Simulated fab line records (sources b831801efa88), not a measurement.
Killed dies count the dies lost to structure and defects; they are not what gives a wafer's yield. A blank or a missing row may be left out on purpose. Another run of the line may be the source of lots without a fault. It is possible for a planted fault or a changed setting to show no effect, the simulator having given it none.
fab line records	flow sky130
record: lots: 7	wafers: 21	last_day: 46
route steps=708 shown LDD_HVN@274 LDD_HVP@278 PAD_OPEN@708
lots that met no fault: from a run of the same line without faults
start_h: hours from the record's first day to the start of the lot's first wafer shown	wait_h: hours from the lot's prior step to this one	" unchanged from the row above	L1.1+2: one row covering several wafers at once	- no value, or no start was given	* or withheld: withheld	< > ~ a bound
route shown NAME@n: names a module that has steps shown in the file, with the first one's number in the route	usual: average and standard deviation across the fault-free wafers	same: alike in all rows	chamber/n: place in a boat	sites: readings site by site	_std_site: their standard deviation	_edge_site: inner sites' mean taken away from outer sites' mean	radius_mm: for every site, how far away it sits from the centre of the wafer	mask NAME#n: copy n	behind: the most recent tool/chamber to have shaped the wafer	hold: why the lot went on hold/how many hours it stayed there/how the hold came to an end	device: transistor that didn't switch, given as n, p or np	end of line: at the end of the route, the tests of the same wafers	for a step that has no rows: nothing shown but its recipe	killed: the dies lost at the first sort to structure and to defects; this is not the yield of the wafer	map: a wafer's dies, x killed, . not, _ none there
set.NAME: the setting as run; set.NAME@STEP: as run at that earlier step	model.NAME: the simulator's own value behind a step, which no gauge read
lots seen at some steps along the route; tables by step, rows by wafer
services: a tool's chamber out of use, with start hour (start_h, from the record's first day; less than 0 if before it), hours out, and reason
== steps ==
step: SKY_LDD_HVN_OVL_MEAS_07
usual: LDD_HVN_OVL: -0.1/1.5
lot.wafer	tool	chamber	start_h	wait_h	LDD_HVN_OVL[nm]
L776.1	overlay-02	-	452.54	0.1	1.6
L776.3	"	-	"	"	1.1
L776.5	"	-	"	"	-0.3
L780.2	overlay-01	-	495.10	0.1	-2.4
L780.3	"	-	"	"	-1.7
L780.4	"	-	"	"	-2.4
L779.2	overlay-01	-	501.64	0.1	0.6
L779.3	"	-	"	"	0.9
L779.6	"	-	"	"	0.9
L781.1	overlay-01	-	515.49	0.1	-1.0
L781.5	"	-	"	"	-0.2
L781.6	"	-	"	"	0.8
L783.1	overlay-01	-	523.79	0.1	0.8
L783.3	"	-	"	"	-1.0
L783.4	"	-	"	"	-1.4
L784.3	overlay-02	-	533.60	0.1	-1.3
L784.4	"	-	"	"	-1.9
L784.6	"	-	"	"	-0.8
L785.1	overlay-02	-	541.44	0.1	-0.1
L785.2	"	-	"	"	0.1
L785.5	"	-	"	"	-0.9
step: SKY_LDD_HVN_IMPLANT_08
recipe: species: P	energy_kev: 60	dose_cm2: 3e+13	tilt_deg: 40
step: SKY_LDD_HVN_STRIP_09
recipe: chemistry: O2/N2	power_w: 1400	pressure_mtorr: 1500	platen_temp_c: withheld	o2_flow_sccm: 3000	n2_flow_sccm: 300	overash_fraction: 0.5
usual: drypump_motor_current_A: 5.8/0.37	o2_flow_sccm: 2999/8.6	oes_product_au: 0.409/0.0044	strip_time_to_endpoint_s: 4.134/0.014
lot.wafer	tool	chamber	start_h	wait_h	drypump_motor_current_A	o2_flow_sccm	oes_product_au	rf_hours_counter_h	strip_time_to_endpoint_s
L776.1	plasma_asher-04	1	452.72	0.1	5.2	2988	0.404	81	4.142
L776.3	"	0	"	"	6.3	3008	0.401	-	4.124
L776.5	"	1	"	"	5.3	2989	0.408	-	4.135
L780.2	plasma_asher-03	0	495.28	0.1	5.9	2988	0.410	35	4.136
L780.3	"	1	"	"	5.8	3005	0.412	-	4.138
L780.4	"	0	"	"	5.9	3005	0.411	-	4.129
L779.2	plasma_asher-03	0	501.82	0.1	5.9	2998	0.411	35	4.155
L779.3	"	0	"	"	5.9	2995	0.420	-	4.138
L779.6	"	1	"	"	5.7	2993	0.412	-	4.170
L781.1	plasma_asher-01	0	515.68	0.1	5.4	2996	0.410	71	4.142
L781.5	"	0	"	"	5.4	2993	0.409	-	4.155
L781.6	"	1	"	"	5.8	3001	0.413	-	4.129
L783.1	plasma_asher-03	0	523.97	0.1	5.9	2996	0.411	37	4.147
L783.3	"	0	"	"	5.9	2995	0.417	-	4.145
L783.4	"	1	"	"	5.8	2984	0.402	-	4.117
L784.3	plasma_asher-03	1	533.81	0.1	5.8	2994	0.407	-	4.108
L784.4	"	0	"	"	5.9	3000	0.411	-	4.118
L784.6	"	1	"	"	5.8	3001	0.415	-	4.100
L785.1	plasma_asher-03	1	541.63	0.1	5.8	3003	0.409	39	4.122
L785.2	"	0	"	"	5.9	2999	0.411	39	4.117
L785.5	"	0	"	"	5.9	3008	0.406	-	4.118
step: SKY_LDD_HVN_TW_MEAS_10
usual: LDD_HVN_TW: 1435/14
lot.wafer	tool	chamber	start_h	wait_h	LDD_HVN_TW
L776.1	film_metro-03	-	452.82	0.1	1416
L776.3	"	-	"	"	1416
L776.5	"	-	"	"	1416
L780.2	film_metro-03	-	495.39	0.1	1422
L780.3	"	-	"	"	1421
L780.4	"	-	"	"	1421
L779.2	film_metro-03	-	501.93	0.1	1420
L779.3	"	-	"	"	1424
L779.6	"	-	"	"	1424
L781.1	film_metro-02	-	515.78	0.1	1453
L781.5	"	-	"	"	1447
L781.6	"	-	"	"	1453
L783.1	film_metro-02	-	524.07	0.1	1457
L783.3	"	-	"	"	1442
L783.4	"	-	"	"	1453
L784.3	film_metro-04	-	533.90	0.1	1429
L784.4	"	-	"	"	1431
L784.6	"	-	"	"	1435
L785.1	film_metro-04	-	541.73	0.1	1437
L785.2	"	-	"	"	1436
L785.5	"	-	"	"	1444
step: SKY_LDD_HVP_DEHYDRATE_00
recipe: temp_c: 200	time_s: 60
step: SKY_LDD_HVP_HMDS_01
recipe: prime_time_s: 60	prime_temp_c: 120
step: SKY_LDD_HVP_COAT_02
recipe: resist: NOVOLAK	spin_rpm: 3000	resist_thk_nm: 300
step: SKY_LDD_HVP_SOFTBAKE_03
recipe: temp_c: 90	time_s: 60	resist: NOVOLAK
step: SKY_LDD_HVP_EXPOSE_04
recipe: mask_id: HVPTM	na: 0.6	source_shape: conventional	sigma_outer: 0.6	polarization: unpolarized	target_cd_nm: 700	dose_mj: 86
step: SKY_LDD_HVP_PEB_05
recipe: temp_c: withheld	time_s: *	resist: NOVOLAK
step: SKY_LDD_HVP_DEVELOP_06
recipe: resist: NOVOLAK	developer: TMAH	develop_time_s: 60	dev_temp_c: 23
step: SKY_LDD_HVP_OVL_MEAS_07
usual: LDD_HVP_OVL: -1.2/1.4
lot.wafer	tool	chamber	start_h	wait_h	LDD_HVP_OVL[nm]
L776.1	overlay-01	-	483.89	0.1	-2.0
L776.3	"	-	"	"	-1.1
L776.5	"	-	"	"	-0.2
L780.2	overlay-02	-	525.44	0.1	0.0
L780.3	"	-	"	"	-0.8
L780.4	"	-	"	"	-1.0
L779.2	overlay-01	-	531.49	0.1	0.3
L779.3	"	-	"	"	-0.1
L779.6	"	-	"	"	1.0
L781.1	overlay-01	-	546.19	0.1	0.2
L781.5	"	-	"	"	-0.8
L781.6	"	-	"	"	-0.2
L783.1	overlay-02	-	554.23	0.1	-2.5
L783.3	"	-	"	"	-1.8
L783.4	"	-	"	"	-1.7
L784.3	overlay-01	-	562.40	0.1	-0.6
L784.4	"	-	"	"	-2.4
L784.6	"	-	"	"	-2.0
L785.1	overlay-02	-	569.94	0.1	-3.5
L785.2	"	-	"	"	-3.0
L785.5	"	-	"	"	-2.1
step: SKY_LDD_HVP_IMPLANT_08
recipe: species: B	energy_kev: 20	dose_cm2: 1.7e+13	tilt_deg: 17.9
usual: dose_ions_cm2: 1.6999e+13/2.1e+10	implant_ion_amu: 11/0	tilt_deg: 17.897/0.021
lot.wafer	tool	chamber	start_h	wait_h	dose_ions_cm2	implant_ion_amu	tilt_deg	model.implant.rp_nm	model.implant.drp_nm
L776.1	implanter-01	0	483.93	0.0	1.6987e+13	11	17.892	65.58	28.53
L776.3	"	0	"	"	1.6991e+13	11	17.911	65.58	28.53
L776.5	"	0	"	"	1.6977e+13	11	17.893	65.58	28.53
L780.2	implanter-01	0	525.50	0.0	1.6996e+13	11	17.880	61.8	28.53
L780.3	"	0	"	"	1.6989e+13	11	17.916	61.8	28.53
L780.4	"	0	"	"	1.699e+13	11	17.913	61.8	28.53
L779.2	implanter-01	0	531.55	0.0	1.7006e+13	11	17.886	64.83	28.53
L779.3	"	0	"	"	1.7007e+13	11	17.913	64.83	28.53
L779.6	"	0	"	"	1.7002e+13	11	17.882	64.83	28.53
L781.1	implanter-03	0	546.22	0.0	1.7026e+13	11	17.918	62.45	28.53
L781.5	"	0	"	"	1.7022e+13	11	17.926	62.45	28.53
L781.6	"	0	"	"	1.7027e+13	11	17.924	62.45	28.53
L783.1	implanter-01	0	554.27	0.0	1.6976e+13	49	17.893	16.56	9.782
L783.3	"	0	"	"	1.6982e+13	49	17.908	16.56	9.782
L783.4	"	0	"	"	1.6999e+13	49	17.920	16.56	9.782
L784.3	implanter-01	0	562.48	0.1	1.6982e+13	49	17.884	16.42	9.782
L784.4	"	0	"	"	1.6993e+13	49	17.906	16.42	9.782
L784.6	"	0	"	"	1.7013e+13	49	17.909	16.42	9.782
L785.1	implanter-01	0	569.97	0.0	1.7027e+13	49	17.903	16.05	9.782
L785.2	"	0	"	"	1.7009e+13	49	17.916	16.05	9.782
L785.5	"	0	"	"	1.6988e+13	49	17.893	16.05	9.782
step: SKY_LDD_HVP_STRIP_09
recipe: chemistry: O2/N2	power_w: 1400	pressure_mtorr: 1500	platen_temp_c: withheld	o2_flow_sccm: 3000	n2_flow_sccm: 300	overash_fraction: 0.5
usual: drypump_motor_current_A: 5.5/0.42	o2_flow_sccm: 3000/8.4	oes_product_au: 0.408/0.005	strip_time_to_endpoint_s: 4.131/0.014
lot.wafer	tool	chamber	start_h	wait_h	drypump_motor_current_A	o2_flow_sccm	oes_product_au	rf_hours_counter_h	strip_time_to_endpoint_s
L776.1	plasma_asher-04	0	484.08	0.1	6.3	3007	0.408	85	4.131
L776.3	"	0	"	"	6.3	2993	0.410	-	4.145
L776.5	"	0	"	"	6.3	2992	0.406	-	4.157
L780.2	plasma_asher-04	1	525.62	0.1	5.3	3008	0.402	89	4.117
L780.3	"	1	"	"	5.3	3009	0.412	-	4.123
L780.4	"	0	"	"	6.3	3006	0.411	-	4.137
L779.2	plasma_asher-02	0	531.67	0.1	5.6	3007	0.404	10	4.109
L779.3	"	1	"	"	5.1	3008	0.402	-	4.145
L779.6	"	1	"	"	5.1	3010	0.408	-	4.111
L781.1	plasma_asher-02	1	546.37	0.1	5.1	3016	0.407	11	4.106
L781.5	"	0	"	"	5.6	3006	0.413	-	4.123
L781.6	"	1	"	"	5.1	3000	0.398	-	4.104
L783.1	plasma_asher-02	1	554.42	0.1	5.1	2991	0.408	12	4.142
L783.3	"	0	"	"	5.6	3006	0.413	-	4.136
L783.4	"	1	"	"	5.1	3002	0.409	-	4.121
L784.3	plasma_asher-02	1	562.61	0.1	5.1	2995	0.414	-	4.119
L784.4	"	0	"	"	5.6	2992	0.403	-	4.122
L784.6	"	1	"	"	5.1	3003	0.405	-	4.129
L785.1	plasma_asher-01	1	570.12	0.1	5.8	2997	0.401	77	4.116
L785.2	"	0	"	"	5.4	3001	0.413	77	4.119
L785.5	"	0	"	"	5.4	3005	0.414	-	4.145
step: SKY_LDD_HVP_TW_MEAS_10
usual: LDD_HVP_TW: 461/4.3
lot.wafer	tool	chamber	start_h	wait_h	hold	LDD_HVP_TW
L776.1	film_metro-01	-	484.18	0.1	-	464
L776.3	"	-	"	"	-	464
L776.5	"	-	"	"	-	464
L780.2	film_metro-01	-	525.73	0.1	-	466
L780.3	"	-	"	"	-	467
L780.4	"	-	"	"	-	467
L779.2	film_metro-01	-	531.78	0.1	-	465
L779.3	"	-	"	"	-	464
L779.6	"	-	"	"	-	465
L781.1	film_metro-04	-	546.47	0.1	-	455
L781.5	"	-	"	"	-	458
L781.6	"	-	"	"	-	455
L783.1	film_metro-01	-	554.52	0.1	await_dispo/0.2h/release	721
L783.3	"	-	"	"	await_dispo/0.2h/release	721
L783.4	"	-	"	"	await_dispo/0.2h/release	720
L783.1	film_metro-01	-	554.75	0.2	-	720
L783.3	"	-	"	"	-	722
L783.4	"	-	"	"	-	719
L784.3	film_metro-02	-	562.70	0.1	await_dispo/0.2h/release	719
L784.4	"	-	"	"	await_dispo/0.2h/release	720
L784.6	"	-	"	"	await_dispo/0.2h/release	718
L784.3	film_metro-02	-	562.92	0.2	-	716
L784.4	"	-	"	"	-	715
L784.6	"	-	"	"	-	720
L785.1	film_metro-02	-	570.22	0.1	await_dispo/0.2h/release	719
L785.2	"	-	"	"	await_dispo/0.2h/release	716
L785.5	"	-	"	"	await_dispo/0.2h/release	718
L785.1	film_metro-02	-	570.45	0.2	-	717
L785.2	"	-	"	"	-	715
L785.5	"	-	"	"	-	718
step: SKY_PAD_OPEN_PROBE_99
usual: defect_limited_yield: 82.6/1.8	killed_at_M0_to_M3: 44/6.5	killed_at_M4_up: 3.3/1.9	killed_at_contacts: 23/4.7	killed_at_front_end: 15/4.5	killed_at_other: 0.2/0.52	killed_dies: 86/8.9	killed_open: 47/6.8	killed_short: 39/6.1	sort_bin_3_pad_short: 0.8/0.44	sort_bin_5_function: 10.3/1.4	sort_bin_6_memory: 6.3/1.1	sort_n_pass: 406/8.9	sort_yield_pct: 82.6/1.8
same: gross_dies: 492	killed_at_back_side: 0	sort_bin_4_leakage[%]: 0	sort_bin_8_speed[%]: 0
lot.wafer	tool	chamber	start_h	wait_h	defect_limited_yield[%]	killed_at_M0_to_M3	killed_at_M4_up	killed_at_contacts	killed_at_front_end	killed_at_other	killed_dies	killed_open	killed_short	sort_bin_3_pad_short[%]	sort_bin_5_function[%]	sort_bin_6_memory[%]	sort_n_pass	sort_yield_pct[%]
L776.1	prober-01	-	1057.63	0.1	80.7	52	5	14	24	0	95	45	50	0.6	12.2	6.5	397	80.7
L776.3	prober-01	-	1057.73	0.2	82.3	50	1	25	10	1	87	38	49	0.8	12.6	4.3	405	82.3
L776.5	prober-01	-	1057.83	0.2	79.7	51	6	20	23	0	100	43	57	0.8	11.8	7.7	392	79.7
L779.2	prober-01	-	1097.21	0.1	81.9	37	2	30	20	0	89	52	37	0.2	11.4	6.5	403	81.9
L779.3	prober-01	-	1097.26	0.2	81.1	46	1	21	25	0	93	54	39	0.4	12.2	6.3	399	81.1
L779.6	prober-01	-	1097.41	0.2	81.9	41	7	24	17	0	89	48	41	0.2	10.8	7.1	403	81.9
killed by level:class
L776.1 VIA1:geometric_particle:open=15 VIA1:geometric_particle:short=10 METAL2:geometric_particle:short=6 POLY_GATE:geometric_particle:short=5 POLY_GATE:geometric_particle:open=5 VIA3:geometric_particle:open=5 LOCAL_INTERCONNECT:geometric_particle:short=5 VIA2:geometric_particle:open=5
L776.3 VIA1:geometric_particle:open=10 LI_CONTACT:geometric_particle:open=8 VIA1:geometric_particle:short=8 VIA2:geometric_particle:short=6 VIA2:geometric_particle:open=6 VIA3:geometric_particle:short=5 LOCAL_INTERCONNECT:geometric_particle:short=5 CONTACT:geometric_particle:short=5
L776.5 FIELD_ISO:geometric_particle:short=10 VIA1:geometric_particle:short=10 VIA1:geometric_particle:open=10 VIA3:geometric_particle:open=8 METAL1:geometric_particle:short=7 CONTACT:geometric_particle:open=7 FIELD_ISO:geometric_particle:open=6 METAL4:geometric_particle:short=6
L779.2 CONTACT:geometric_particle:open=18 VIA1:geometric_particle:open=8 METAL1:geometric_particle:short=5 METAL2:geometric_particle:short=5 POLY_GATE:geometric_particle:open=4 SPACER:geometric_particle:open=4 LI_CONTACT:geometric_particle:open=4 LI_CONTACT:geometric_particle:short=4
L779.3 FIELD_ISO:geometric_particle:short=10 VIA1:geometric_particle:open=10 CONTACT:geometric_particle:open=10 VIA2:geometric_particle:open=8 METAL1:geometric_particle:short=8 FIELD_ISO:geometric_particle:open=7 METAL2:geometric_particle:short=5 LI_CONTACT:geometric_particle:open=5
L779.6 VIA1:geometric_particle:open=10 LI_CONTACT:geometric_particle:open=8 CONTACT:geometric_particle:open=7 METAL4:geometric_particle:short=7 FIELD_ISO:geometric_particle:short=6 VIA3:geometric_particle:open=6 FIELD_ISO:geometric_particle:open=5 VIA2:geometric_particle:open=5
== services ==
tool	chamber	start_h	hours	kind
plasma_asher-02	0	430.25	-	clean
plasma_asher-02	1	430.25	-	clean
implanter-01	-	444.62	1.5	repair
plasma_asher-02	-	540.61	2.1	repair
implanter-03	-	552.69	13.0	repair
== key ==
first_sign: step: SKY_LDD_HVP_IMPLANT_08	reading: implant_ion_amu	direction: up	sigmas: 99+	usual: 11	struck: 49
effect: step: SKY_LDD_HVP_TW_MEAS_10	reading: visit	direction: added
effect: step: SKY_LDD_HVP_TW_MEAS_10	reading: LDD_HVP_TW	direction: up	sigmas: 60	usual: 461	struck: 719
model_effect: step: SKY_LDD_HVP_IMPLANT_08	value: implant.rp_nm	without: 62.01	struck: 16.34
met_at SKY_LDD_HVP_IMPLANT_08
struck_wafers L783.1,L783.3,L783.4,L784.3,L784.4,L784.6,L785.1,L785.2,L785.5
scrapped_behind SKY_LDD_HVP_TW_MEAS_10 L783.1,L783.3,L783.4,L784.3,L784.4,L784.6,L785.1,L785.2,L785.5
onset_between 531.55 554.27
fault: kind: wrong_recipe_download	tool: implanter-01,implanter-02,implanter-03	chamber: -	onset_h: 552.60	steps: SKY_LDD_HVP_IMPLANT_08	wrong_recipe.not_listed: 1
